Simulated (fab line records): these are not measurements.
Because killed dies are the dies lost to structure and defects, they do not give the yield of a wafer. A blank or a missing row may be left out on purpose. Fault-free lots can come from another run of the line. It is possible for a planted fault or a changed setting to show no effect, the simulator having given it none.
A struck lot beside a sound one || flow sky130 || 15 out of 708 route steps
Sound: the wafers L922.2, L922.5, L922.6. Struck: wafers L924.2, L924.3. (L924.1 of the same lot was not struck and is left out.) The cause comes at the end.
Each step with rows lists, per side, the tool, then ch with its chambers, then its first start. Under that, the readings that differ: sound wafers || struck wafers || difference of the means || sigmas: that difference in standard deviations of wafers without a fault.
alike: a reading whose means differ by less than 2 such deviations, as well as words and numbers matching on both sides. not compared: withheld readings; readings where some wafer has no value; bounds like >300 that might hide an equal value; numbers whose values overlap and for which the record gives no deviation.
A row with sigmas, a row that says differs or no value, or rows on one side alone: a step with any of these is where the two part. When numbers do not overlap yet have no deviation, they are printed without sigmas and do not part them. A reading that every wafer of one side lacks parts them only if that side has two wafers or more.

first, 8 steps without rows for these wafers: SKY_POLY_GATE_DEHYDRATE_05 (time 60 s); SKY_POLY_GATE_HMDS_06 (prime time 60 s); SKY_POLY_GATE_COAT_07 (resist thk 110 nm); SKY_POLY_GATE_COAT_08 (resist thk 450 nm); SKY_POLY_GATE_SOFTBAKE_09 (time 90 s); SKY_POLY_GATE_EXPOSE_10 (exposes mask P1M, target cd 150 nm); SKY_POLY_GATE_PEB_11; SKY_POLY_GATE_DEVELOP_12 (develop time 60 s).
SKY_POLY_GATE_CD_MEAS_13: target cd 150 nm.
  struck on cd_sem-02, day 17 05:40; sound on cd_sem-02, day 16 19:38
  alike: cd_nm
SKY_POLY_GATE_OVL_MEAS_14:
  struck on overlay-01, day 17 05:47; sound on overlay-02, day 16 19:44
  alike: POLY_GATE_OVL
SKY_POLY_GATE_ETCH_15: etches BARC in N2/H2, stops on SiO2, time 118.5 s, target depth 110 nm.
  sound on rie_diel-04 ch 0,1, day 16 19:46; struck on rie_diel-01 ch 1,2, day 17 05:49
  alike: drypump_motor_current_A, oes_product_au, throttle_valve_pct
  not compared: rf_hours_counter_h
SKY_POLY_GATE_ETCH_16: etches Si3N4 in CH3F/O2, stops on poly-Si, time 147.5 s, target depth 75 nm.
  sound on rie_diel-04 ch 0,1, day 16 19:50; struck on rie_diel-01 ch 1,2, day 17 05:53
  alike: drypump_motor_current_A, oes_product_au, throttle_valve_pct
  not compared: rf_hours_counter_h
SKY_POLY_GATE_ETCH_17: etches poly-Si in HBr/Cl2, stops on SiO2, target depth 180 nm, time 70.5 s.
  sound on rie_si-02 ch 1,2, day 16 19:56; struck on rie_si-02 ch 1,2, day 17 05:59
{"reading": "oes_product_au (a.u.)", "sound": "0.979 0.981 0.977", "struck": "1.020 1.012", "difference": "+0.037", "sigmas": "+5"}
{"reading": "over_etch_frac", "sound": "0.56667 0.56667 0.56667", "struck": "0.089736 0.089736", "difference": -0.476934, "sigmas": ""}
{"reading": "throttle_valve_pct (%)", "sound": "33.696 33.688 33.687", "struck": "33.671 33.661", "difference": -0.024, "sigmas": -3}
{"reading": "model.etch.depth_nm (nm)", "sound": "176.8 177.4 177.3", "struck": "128.3 126.1", "difference": -50.0, "sigmas": ""}
{"reading": "model.POLY_GATE.feature_depth_nm (nm)", "sound": "176.8 177.4 177.3", "struck": "128.3 126.1", "difference": -50.0, "sigmas": ""}
{"reading": "model.KrF-thick_of_POLY_GATE_COAT_08.thk_nm (nm)", "sound": "143.2 140.9 138.1", "struck": "166.5 167.7", "difference": "+26.4", "sigmas": ""}
  alike: drypump_motor_current_A
  not compared: rf_hours_counter_h
SKY_POLY_GATE_STRIP_18: strips in O2/N2.
  sound on plasma_asher-02 ch 0,1, day 16 20:00; struck on plasma_asher-01 ch 0, day 17 06:03
{"reading": "oes_product_au (a.u.)", "sound": "0.360 0.353 0.362", "struck": "0.370 0.370", "difference": "+0.012", "sigmas": "+3"}
{"reading": "strip_time_to_endpoint_s (s)", "sound": "3.21 3.16 3.14", "struck": "3.45 3.46", "difference": "+0.29", "sigmas": "+8"}
  alike: drypump_motor_current_A
  not compared: rf_hours_counter_h
then, 1 step without rows for these wafers: SKY_POLY_GATE_CLEAN_19 (cleans in SC1/SC2, time 150 s).

## WHERE THEY PART
At SKY_POLY_GATE_ETCH_17 first; at SKY_POLY_GATE_STRIP_18 last (within this record only).

WHY: what had been put in by the simulator
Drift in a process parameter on rie_si-02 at SKY_POLY_GATE_ETCH_17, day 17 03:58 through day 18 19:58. Setting over_etch_frac, moved by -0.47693, from 0.56667. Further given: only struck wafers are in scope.
